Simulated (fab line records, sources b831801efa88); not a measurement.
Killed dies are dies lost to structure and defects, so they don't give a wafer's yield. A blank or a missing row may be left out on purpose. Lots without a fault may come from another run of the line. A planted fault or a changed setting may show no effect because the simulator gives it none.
Chamber matching | flow gf180mcu | GF_SAB_ETCH_11 on rie_diel-03: 4 sister chambers
The step etches SiO2 in C4F8/O2/Ar, target depth 55 nm, time 8.5 s. 6 wafers are shown with their chamber, then 7 later ones without.

WAFERS WITH THEIR CHAMBER
wafer  | chamber | oes_product_au (a.u.)
L078.6 | 3       | 0.989
L091.2 | 0       | 0.992
L091.4 | 2       | 0.991
L091.6 | 2       | 0.983
L093.4 | 0       | 0.998
L093.5 | 1       | 0.999

WAFERS WITHOUT THEIR CHAMBER
wafer  | oes_product_au (a.u.)
L093.6 | 1.000
L094.3 | 0.992
L094.4 | 0.998
L094.6 | 0.995
L097.4 | 0.997
L097.5 | 0.987
L097.6 | 0.990

WHICH CHAMBER EACH WENT THROUGH
wafer  | from the rows above               | in truth
L093.6 | can't be placed: 1 or 0           | 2
L094.3 | can't be placed: 0 or 3 or 2 or 1 | 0
L094.4 | can't be placed: 1 or 0 or 3      | 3
L094.6 | can't be placed: 0 or 1 or 3 or 2 | 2
L097.4 | can't be placed: 0 or 1 or 3 or 2 | 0
L097.5 | can't be placed: 2 or 3 or 0      | 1
L097.6 | can't be placed: 3 or 2 or 0 or 1 | 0
Placed correctly: 0 of 7. Can't be placed from these rows: 7 (the true chamber is among the candidates in 5). Placed wrongly: 0.
How it was worked out, from the rows above alone: a wafer's distance from a chamber is the root of the sum, over the readings, of the square of ((its reading less the chamber's mean) divided by the reading's scatter). The wafer belongs to the nearest chamber; if the next one is less than 2 further off, it can't be placed. A chamber's mean is the mean of its shown wafers. The scatter: the root of (the sum of the squares of (reading less its chamber's mean) over the shown wafers, divided by (wafers less chambers)).
